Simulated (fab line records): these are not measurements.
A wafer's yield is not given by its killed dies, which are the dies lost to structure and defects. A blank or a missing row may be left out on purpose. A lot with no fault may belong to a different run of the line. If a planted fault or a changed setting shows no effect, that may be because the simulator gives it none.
Chamber matching / flow gf180mcu / GF_PASSIVATION_CVD_02 on pecvd-03: 3 sister chambers
The step deposits Si3N4, target thk 700 nm, time 486.18 s. 6 wafers are shown with their chamber, then 8 later ones without.

## EACH WAFER AND ITS CHAMBER
wafer=L086.1; chamber=0; heater_power_w (W)=1066; heater_power_outer_w (W)=641
wafer=L087.4; chamber=1; heater_power_w (W)=670; heater_power_outer_w (W)=374
wafer=L088.1; chamber=2; heater_power_w (W)=584; heater_power_outer_w (W)=307
wafer=L088.5; chamber=2; heater_power_w (W)=615; heater_power_outer_w (W)=339
wafer=L088.6; chamber=1; heater_power_w (W)=689; heater_power_outer_w (W)=394
wafer=L090.1; chamber=0; heater_power_w (W)=995; heater_power_outer_w (W)=572

## WAFERS WHOSE CHAMBER IS MISSING
wafer=L090.4; heater_power_w (W)=590; heater_power_outer_w (W)=313
wafer=L090.5; heater_power_w (W)=1045; heater_power_outer_w (W)=592
wafer=L092.3; heater_power_w (W)=662; heater_power_outer_w (W)=353
wafer=L092.4; heater_power_w (W)=679; heater_power_outer_w (W)=377
wafer=L092.6; heater_power_w (W)=984; heater_power_outer_w (W)=587
wafer=L097.1; heater_power_w (W)=694; heater_power_outer_w (W)=411
wafer=L097.2; heater_power_w (W)=659; heater_power_outer_w (W)=373
wafer=L097.5; heater_power_w (W)=533; heater_power_outer_w (W)=278

## EACH ONE'S CHAMBER
wafer=L090.4; from the rows above=2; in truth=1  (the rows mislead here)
wafer=L090.5; from the rows above=0; in truth=0
wafer=L092.3; from the rows above=can't be placed: 1 or 2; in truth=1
wafer=L092.4; from the rows above=1; in truth=1
wafer=L092.6; from the rows above=0; in truth=0
wafer=L097.1; from the rows above=1; in truth=1
wafer=L097.2; from the rows above=can't be placed: 1 or 2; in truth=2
wafer=L097.5; from the rows above=2; in truth=2
Placed correctly: 5 of 8. Cannot be placed on the basis of these rows: 2; the candidates contain the true chamber in 2. Placed wrongly: 1.
How it was worked out, from the rows above alone: a wafer's distance from a chamber is the root of the sum, over the readings, of the square of ((its reading less the chamber's mean) divided by the reading's scatter). The wafer belongs to the nearest chamber; if the next one is less than 2 further off, it can't be placed. The mean given for a chamber averages the wafers shown for that chamber. The scatter is the square root of a quotient: the sum, over the shown wafers, of each reading's squared deviation from its chamber's mean, divided by wafers minus chambers.
